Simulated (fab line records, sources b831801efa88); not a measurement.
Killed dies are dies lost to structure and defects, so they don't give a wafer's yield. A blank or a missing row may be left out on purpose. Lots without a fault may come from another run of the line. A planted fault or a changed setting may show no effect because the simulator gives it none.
Which tool did it? | flow gf180mcu | 13 lots, 39 wafers sampled, at 6 steps of a route of 602

WHAT THE GAUGES READ, wafer by wafer
GF_SAB_OVL_MEAS_10.
lot  | measured     | on         | SAB_OVL (nm)
L523 | day 15 15:43 | overlay-02 | -1.6 -1.4 -1.7
L525 | day 16 17:08 | overlay-02 | 0.5 -0.4 -1.1
L528 | day 17 10:49 | overlay-02 | 1.0 -1.0 1.0
L527 | day 17 14:31 | overlay-02 | 1.1 0.7 3.2
L529 | day 17 17:46 | overlay-01 | 2.1 2.7 1.6
L530 | day 18 04:19 | overlay-01 | 2.2 0.5 3.5
L531 | day 18 13:40 | overlay-01 | 0.6 -0.1 1.0
L532 | day 18 21:46 | overlay-01 | -3.2 -4.4 -3.5
L539 | day 21 09:19 | overlay-02 | 1.1 0.9 1.3
L541 | day 22 00:39 | overlay-01 | 0.2 2.0 -1.6
L542 | day 22 06:18 | overlay-01 | -5.4 -3.6 -1.1
L545 | day 23 08:19 | overlay-01 | -2.4 -2.6 -3.3
L546 | day 23 12:25 | overlay-01 | 0.0 -0.2 -1.9

GF_CONTACT_RS_MEAS_25: measures by four-point-probe.
lot  | measured     | on            | CONTACT_W_RS (ohm/sq)
L523 | day 16 16:59 | film_metro-03 | 0.379 0.378 0.375
L525 | day 17 18:52 | film_metro-03 | 0.378 0.382 0.384
L528 | day 18 12:16 | film_metro-02 | 0.387 0.386 0.384
L527 | day 18 16:23 | film_metro-02 | 0.387 0.387 0.387
L529 | day 18 20:31 | film_metro-02 | 0.381 0.380 0.382
L530 | day 19 07:31 | film_metro-01 | 0.381 0.378 0.378
L531 | day 19 16:26 | film_metro-02 | 0.382 0.384 0.382
L532 | day 20 00:15 | film_metro-03 | 0.381 0.382 0.382
L539 | day 22 11:50 | film_metro-02 | 0.386 0.413 0.415
L541 | day 23 02:15 | film_metro-02 | 0.387 0.414 0.410
L542 | day 23 07:55 | film_metro-01 | 0.385 0.389 0.388
L545 | day 24 09:24 | film_metro-01 | 0.382 0.388 0.382
L546 | day 24 13:53 | film_metro-02 | 0.383 0.380 0.380

GF_CONTACT_THK_MEAS_26: measures by xrf.
lot  | measured     | on            | CONTACT_W_THK (nm)
L523 | day 16 17:05 | film_metro-03 | 307 308 312
L525 | day 17 18:57 | film_metro-03 | 311 307 305
L528 | day 18 12:23 | film_metro-02 | 298 301 300
L527 | day 18 16:29 | film_metro-02 | 297 298 299
L529 | day 18 20:36 | film_metro-02 | 304 303 304
L530 | day 19 07:38 | film_metro-01 | 310 313 313
L531 | day 19 16:33 | film_metro-02 | 306 303 307
L532 | day 20 00:22 | film_metro-03 | 308 308 308
L539 | day 22 11:57 | film_metro-02 | 296 277 275
L541 | day 23 02:22 | film_metro-02 | 297 278 282
L542 | day 23 08:02 | film_metro-01 | 304 303 303
L545 | day 24 09:31 | film_metro-01 | 307 302 306
L546 | day 24 13:59 | film_metro-02 | 299 300 302

GF_V1_OVL_MEAS_15.
lot  | measured     | on         | V1_OVL (nm)
L523 | day 18 17:49 | overlay-01 | -5 -1 -3
L525 | day 19 21:38 | overlay-02 | -9 -6 -6
L528 | day 20 16:25 | overlay-01 | -4 -4 2
L527 | day 20 19:05 | overlay-01 | -15 -7 -17
L529 | day 20 23:01 | overlay-01 | -13 -10 -8
L530 | day 21 10:22 | overlay-01 | -4 0 2
L531 | day 21 18:52 | overlay-01 | -7 -15 -10
L532 | day 22 02:22 | overlay-01 | -1 -1 -5
L539 | day 24 12:37 | overlay-01 | 4 3 2
L541 | day 25 02:28 | overlay-01 | 0 1 9
L542 | day 25 06:52 | overlay-01 | -1 -3 -2
L545 | day 26 07:10 | overlay-01 | -4 -5 3
L546 | day 26 11:01 | overlay-02 | -1 3 -1

WHICH TOOL RAN EACH LOT (tool, then ch and the chambers of the sampled wafers, then the start)
lot  | GF_CONTACT_SPUTTER_22        | GF_CONTACT_CVD_24
L523 | pvd_sputter-02, day 16 16:45 | cvd_w-01 ch 1, day 16 16:51
L525 | pvd_sputter-02, day 17 18:36 | cvd_w-02 ch 0,1, day 17 18:44
L528 | pvd_sputter-04, day 18 12:04 | cvd_w-01 ch 0,1, day 18 12:10
L527 | pvd_sputter-01, day 18 16:08 | cvd_w-01 ch 0,1, day 18 16:16
L529 | pvd_sputter-02, day 18 20:15 | cvd_w-02 ch 0,1, day 18 20:23
L530 | pvd_sputter-04, day 19 07:12 | cvd_w-02 ch 1, day 19 07:20
L531 | pvd_sputter-01, day 19 16:13 | cvd_w-01 ch 0,1, day 19 16:19
L532 | pvd_sputter-04, day 20 00:03 | cvd_w-02 ch 0,1, day 20 00:09
L539 | pvd_sputter-01, day 22 11:37 | cvd_w-01 ch 0,1, day 22 11:43
L541 | pvd_sputter-04, day 23 02:03 | cvd_w-01 ch 0,1, day 23 02:09
L542 | pvd_sputter-01, day 23 07:42 | cvd_w-02 ch 0,1, day 23 07:48
L545 | pvd_sputter-01, day 24 09:12 | cvd_w-02 ch 0,1, day 24 09:18
L546 | pvd_sputter-04, day 24 13:40 | cvd_w-02 ch 0, day 24 13:46
- GF_CONTACT_SPUTTER_22: material Ti, target thk 15 nm, time 80.02 s.
- GF_CONTACT_CVD_24: deposits W, target thk 300 nm, time 90.339 s.

WHAT THE TOOLS THEMSELVES READ (means of the sampled wafers that have a number; where no wafer has one, the mark that the record gives instead)
GF_CONTACT_SPUTTER_22.
lot  | tool           | throttle_valve_pct (%)
L523 | pvd_sputter-02 | 29.7
L525 | pvd_sputter-02 | 29.8
L528 | pvd_sputter-04 | 30.0
L527 | pvd_sputter-01 | 30.3
L529 | pvd_sputter-02 | 29.6
L530 | pvd_sputter-04 | 31.0
L531 | pvd_sputter-01 | 30.5
L532 | pvd_sputter-04 | 30.4
L539 | pvd_sputter-01 | 31.1
L541 | pvd_sputter-04 | 31.1
L542 | pvd_sputter-01 | 30.1
L545 | pvd_sputter-01 | 30.5
L546 | pvd_sputter-04 | 30.4

GF_CONTACT_CVD_24.
lot  | tool     | heater_power_w (W)
L523 | cvd_w-01 | 806
L525 | cvd_w-02 | 889
L528 | cvd_w-01 | 830
L527 | cvd_w-01 | 842
L529 | cvd_w-02 | 911
L530 | cvd_w-02 | 890
L531 | cvd_w-01 | 826
L532 | cvd_w-02 | 908
L539 | cvd_w-01 | 852
L541 | cvd_w-01 | 842
L542 | cvd_w-02 | 893
L545 | cvd_w-02 | 903
L546 | cvd_w-02 | 925

THE ANSWER, worked out from the rows above alone
Rule: what is usual is taken from the lots themselves. Put in order of their means at a reading, lots are off if they are a third of the lots or fewer, leave a main group of 4 or more, and stand apart from it by a gap of 3 or more times the standard deviation of the main group's means; of several such gaps the widest counts. A main group whose means are all the same, to the digits that the tables above print for the reading, isn't used. A lot without any number at a reading at which 4 lots or more have one is off too. The other lots that the step has rows for count as sound. The gauges are gone through in route order, then the tools' own readings, and for those a lot's mean is taken as printed above. The first step at which some lot is off is used, and at that step the reading that is off furthest; a lot without a number counts as furthest.
Off: L539, L541, at GF_CONTACT_RS_MEAS_25 (CONTACT_W_RS). The main group: mean 0.383 ohm/sq, standard deviation 0.003.
A tool fits if, at a process step before that reading, it ran every lot that is off, and no sound lot after the first of them. The gauges at GF_CONTACT_RS_MEAS_25 are tried like those tools. One fits: cvd_w-01 at GF_CONTACT_CVD_24. Its last sound lot is L531 (day 19 16:19), its first lot that is off L539 (day 22 11:43): a fault that began between those two fits.

WHAT THE SIMULATOR HAD PUT IN
Process parameter drift: cvd_w-01, from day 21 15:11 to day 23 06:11, at GF_CONTACT_CVD_24. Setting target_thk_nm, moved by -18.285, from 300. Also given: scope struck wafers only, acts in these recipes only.
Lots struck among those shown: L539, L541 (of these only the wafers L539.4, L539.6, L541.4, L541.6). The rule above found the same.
